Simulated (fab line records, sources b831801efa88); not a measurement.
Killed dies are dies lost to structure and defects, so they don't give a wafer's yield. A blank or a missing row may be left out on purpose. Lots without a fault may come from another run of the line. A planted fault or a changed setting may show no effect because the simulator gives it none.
A struck lot beside a sound one | flow gf180mcu | 23 steps out of a route of 602
Sound: wafers L259.1, L259.4, L259.5. Struck: wafers L263.4, L263.5, L263.6. The cause comes at the end.
At each step with rows: each side's tool, then ch and its chambers, then its first start. Under that, the readings that differ: sound wafers | struck wafers | difference of the means | sigmas: that difference in standard deviations of wafers without a fault.
alike: readings whose means differ by less than 2 such deviations, and words and numbers that are the same on both sides. not compared: withheld readings, readings that some wafer has no value for, bounds like >300 that may hide the same value, and numbers for which the record gives no deviation and whose values overlap.
The two part at a step that has a row with sigmas, a row that says differs or no value, or rows on one side only. Numbers that don't overlap but have no deviation are shown without sigmas and don't part them. A reading that every wafer of one side lacks parts them only if that side has two wafers or more.

GF_V5_RS_MEAS_24: measures by four-point-probe.
  sound on film_metro-04, day 29 18:56; struck on film_metro-01, day 30 18:20
  alike: V5_W_RS
GF_V5_THK_MEAS_25: measures by xrf.
  sound on film_metro-04, day 29 19:03; struck on film_metro-01, day 30 18:26
  alike: V5_W_THK
GF_V5_CMP_26: polishes, stops on SiO2, t overpolish 15 s, target thk 0 nm.
  sound on cmp-01 ch 0,3, day 29 19:07; struck on cmp-02 ch 1,2, day 30 18:28
  alike: motor_current_A, overpolish_run_s, time_to_endpoint_s
then, 1 step without rows for these wafers: GF_TOP_METAL_SPUTTER_00 (material Ti, target thk 37.5 nm, time 150 s).
GF_TOP_METAL_SPUTTER_01: material TiN, target thk 30 nm, time 25 s.
  sound on pvd_sputter-04, day 29 19:31; struck on pvd_sputter-02, day 30 18:52
  alike: throttle_valve_pct
GF_TOP_METAL_SPUTTER_02: material AlCu, target thk 900 nm, time 47.82 s.
  sound on pvd_sputter-04, day 29 19:32; struck on pvd_sputter-02, day 30 18:53
  alike: throttle_valve_pct
GF_TOP_METAL_SPUTTER_03: material Ti, target thk 5 nm, time 3.3 s.
  sound on pvd_sputter-04, day 29 19:35; struck on pvd_sputter-02, day 30 18:56
  alike: throttle_valve_pct
GF_TOP_METAL_SPUTTER_04: material TiN, target thk 25 nm, time 20.8 s.
  sound on pvd_sputter-04, day 29 19:36; struck on pvd_sputter-02, day 30 18:58
  alike: throttle_valve_pct
GF_TOP_METAL_RS_MEAS_05: measures by four-point-probe.
  sound on film_metro-01, day 29 19:38; struck on film_metro-01, day 30 19:02
  alike: TOP_METAL_ALCU_RS
GF_TOP_METAL_THK_MEAS_06: measures by xrf.
  sound on film_metro-01, day 29 19:45; struck on film_metro-01, day 30 19:08
  alike: TOP_METAL_ALCU_THK
then, 2 steps without rows for these wafers: GF_TOP_METAL_DEHYDRATE_07 (time 60 s); GF_TOP_METAL_HMDS_08 (prime time 60 s).
GF_TOP_METAL_COAT_09: resist thk 1500 nm.
  sound on litho_track-04 ch 0, day 30 05:01; struck on litho_track-03 ch 0, day 31 03:50
  reading                                        | sound          | struck         | difference | sigmas
  model.NOVOLAK_of_TOP_METAL_COAT_09.thk_nm (nm) | 1507 1507 1503 | 1565 1564 1561 | +58        |
then, 4 steps without rows for these wafers: GF_TOP_METAL_SOFTBAKE_10 (time 60 s); GF_TOP_METAL_EXPOSE_11 (exposes mask MetalTop, target cd 440 nm); GF_TOP_METAL_PEB_12; GF_TOP_METAL_DEVELOP_13 (develop time 60 s).
GF_TOP_METAL_CD_MEAS_14: target cd 440 nm.
  sound on cd_sem-02, day 30 14:19; struck on cd_sem-02, day 31 13:04
  reading    | sound             | struck            | difference | sigmas
  cd_nm (nm) | 440.1 442.3 438.9 | 445.9 447.6 445.9 | +6.0       | +3
GF_TOP_METAL_OVL_MEAS_15:
  sound on overlay-02, day 30 14:26; struck on overlay-01, day 31 13:09
  alike: TOP_METAL_OVL
GF_TOP_METAL_METAL_ETCH_16: etches the open film in Cl2/BCl3, stops on SiO2, target depth 1197 nm, time 199.5 s.
  sound on rie_metal-04 ch 0,1, day 30 14:28; struck on rie_metal-04 ch 0,1, day 31 13:14
  reading                                        | sound          | struck         | difference | sigmas
  model.NOVOLAK_of_TOP_METAL_COAT_09.thk_nm (nm) | 1028 1029 1038 | 1084 1083 1089 | +54        |
  alike: drypump_motor_current_A, oes_product_au, throttle_valve_pct
  not compared: rf_hours_counter_h
GF_TOP_METAL_STRIP_17: strips in O2/N2.
  sound on plasma_asher-01 ch 1, day 30 14:40; struck on plasma_asher-02 ch 0,1, day 31 13:23
  reading                      | sound             | struck            | difference | sigmas
  strip_time_to_endpoint_s (s) | 13.00 13.00 13.11 | 13.61 13.59 13.67 | +0.59      | +5
  alike: drypump_motor_current_A, heater_power_w, oes_product_au
  not compared: rf_hours_counter_h
then, 2 steps without rows for these wafers: GF_TOP_METAL_STRIP_18 (strips in post etch residue remover, time 1200 s); GF_PASSIVATION_PROBE_99.

WHERE THEY PART
First at GF_TOP_METAL_CD_MEAS_14; last, within this record, at GF_TOP_METAL_STRIP_17.

WHY: what the simulator had put in
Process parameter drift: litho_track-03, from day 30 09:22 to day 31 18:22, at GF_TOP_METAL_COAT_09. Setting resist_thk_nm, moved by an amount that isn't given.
